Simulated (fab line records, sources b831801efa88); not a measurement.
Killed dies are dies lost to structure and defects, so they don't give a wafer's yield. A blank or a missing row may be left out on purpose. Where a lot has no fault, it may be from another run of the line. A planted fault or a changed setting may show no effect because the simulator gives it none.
A struck lot beside a sound one | flow sfq-line | 15 out of 325 route steps
Sound: wafers L134.3, L134.4, L134.5. Struck: wafers L141.2, L141.4 (left out: L141.3, a lot-mate that was not struck); the cause follows at the end.
Order at every step that has rows: each side's tool, ch and its chambers, its first start. Under that, the readings that differ: sound wafers | struck wafers | difference of the means | sigmas: that difference in standard deviations of wafers without a fault.
alike: readings with means less than 2 such deviations apart, plus words and numbers identical on both sides. not compared: withheld readings, readings lacking a value on some wafer, bounds such as >300 that could conceal the same value, and numbers that have no deviation in the record and whose values overlap.
The two part at a step that has a row with sigmas, a row that says differs or no value, or rows on one side only. Numbers that have no deviation but don't overlap get no sigmas and don't part them. A reading missing from all wafers of one side parts the sides only when that side holds two or more wafers.

SFQ_TRILAYER_JJ_CE_BARC_OPEN_RIE_150: chemistry O2, target BARC, target depth 240 nm, time 80 s.
  sound on rie-metal-04 ch 0,1, day 55 09:52; struck on rie-metal-04 ch 0, day 61 19:07
  alike: drypump-motor-current-A, oes-product-au
  not compared: rf-hours-counter-h
SFQ_TRILAYER_JJ_CE_ETCH_RIE_118: chemistry SF6, target Nb, stops on Al2O3, time 97.7 s, target depth 170 nm.
  sound on rie-metal-04 ch 0,1, day 55 09:57; struck on rie-metal-04 ch 0, day 61 19:12
  alike: drypump-motor-current-A, oes-product-au
  not compared: rf-hours-counter-h
then, 1 step without rows for these wafers: SFQ_TRILAYER_JJ_ANODIZE_ANODIZE_119.
SFQ_TRILAYER_JJ_CE_STRIP_STRIP_120: strips in O2.
  sound on rie-metal-03 ch 0,1, day 55 10:43; struck on rie-metal-03 ch 0,1, day 61 19:49
  alike: drypump-motor-current-A, oes-product-au
  not compared: rf-hours-counter-h
then, 7 steps without rows for these wafers: SFQ_TRILAYER_JJ_CE_STRIP_SOLV_CLEAN_121 (cleans in NMP, time 600 s); SFQ_TRILAYER_M5_LITHO_COAT_128 (resist thk 62 nm); SFQ_TRILAYER_M5_LITHO_COAT_123 (resist thk 600 nm); SFQ_TRILAYER_M5_LITHO_SOFTBAKE_127; SFQ_TRILAYER_M5_LITHO_EXPOSE_124 (exposes mask M5, target cd 700 nm); SFQ_TRILAYER_M5_LITHO_PEB_126 (peb time 60 s); SFQ_TRILAYER_M5_LITHO_DEVELOP_125 (time 60 s).
SFQ_M5_OVL_MEAS_932:
  struck on overlay-02, day 62 13:03; sound on overlay-02, day 55 19:24
  reading     | sound   | struck  | difference | sigmas
  M5_OVL (nm) | -4 0 -1 | -15 -11 | -11        | -2
SFQ_TRILAYER_M5_BARC_OPEN_METAL_ETCH_161: etches BARC in O2, target depth 125 nm, time 41.7 s.
  sound on rie-metal-02 ch 0,1, day 55 19:27; struck on rie-metal-03 ch 0, day 62 13:05
  reading                                             | sound             | struck      | difference | sigmas
  rf-fwd-power-W (W)                                  | 591.4 595.6 588.5 | 833.3 835.0 | +242.3     | +90
  model.KrF_of_TRILAYER_M5_LITHO_COAT_123.thk-nm (nm) | 525 522.4 522.8   | 503.7 502.9 | -20.1      |
  alike: drypump-motor-current-A, oes-product-au
  not compared: rf-hours-counter-h
SFQ_TRILAYER_M5_ETCH_METAL_ETCH_126: etches Nb in Cl2/BCl3, stops on SiO2, time 203.2 s, target depth 265 nm.
  sound on rie-metal-02 ch 0,1, day 55 19:33; struck on rie-metal-03 ch 0, day 62 13:08
  reading                                             | sound           | struck      | difference | sigmas
  model.KrF_of_TRILAYER_M5_LITHO_COAT_123.thk-nm (nm) | 373 368.8 371.7 | 350.7 349.8 | -20.9      |
  alike: drypump-motor-current-A, oes-product-au, rf-fwd-power-W
  not compared: rf-hours-counter-h
SFQ_TRILAYER_M5_STRIP_STRIP_127: strips in O2.
  sound on rie-metal-02 ch 0,1, day 55 19:53; struck on rie-metal-03 ch 0, day 62 13:20
  alike: drypump-motor-current-A, oes-product-au
  not compared: rf-hours-counter-h

## WHERE THEY PART
Last at SFQ_TRILAYER_M5_BARC_OPEN_METAL_ETCH_161 as far as this record goes, first at SFQ_M5_OVL_MEAS_932. Later steps at which nothing parts them and some readings are alike: SFQ_TRILAYER_M5_ETCH_METAL_ETCH_126, SFQ_TRILAYER_M5_STRIP_STRIP_127.

WHY: what the simulator had put in
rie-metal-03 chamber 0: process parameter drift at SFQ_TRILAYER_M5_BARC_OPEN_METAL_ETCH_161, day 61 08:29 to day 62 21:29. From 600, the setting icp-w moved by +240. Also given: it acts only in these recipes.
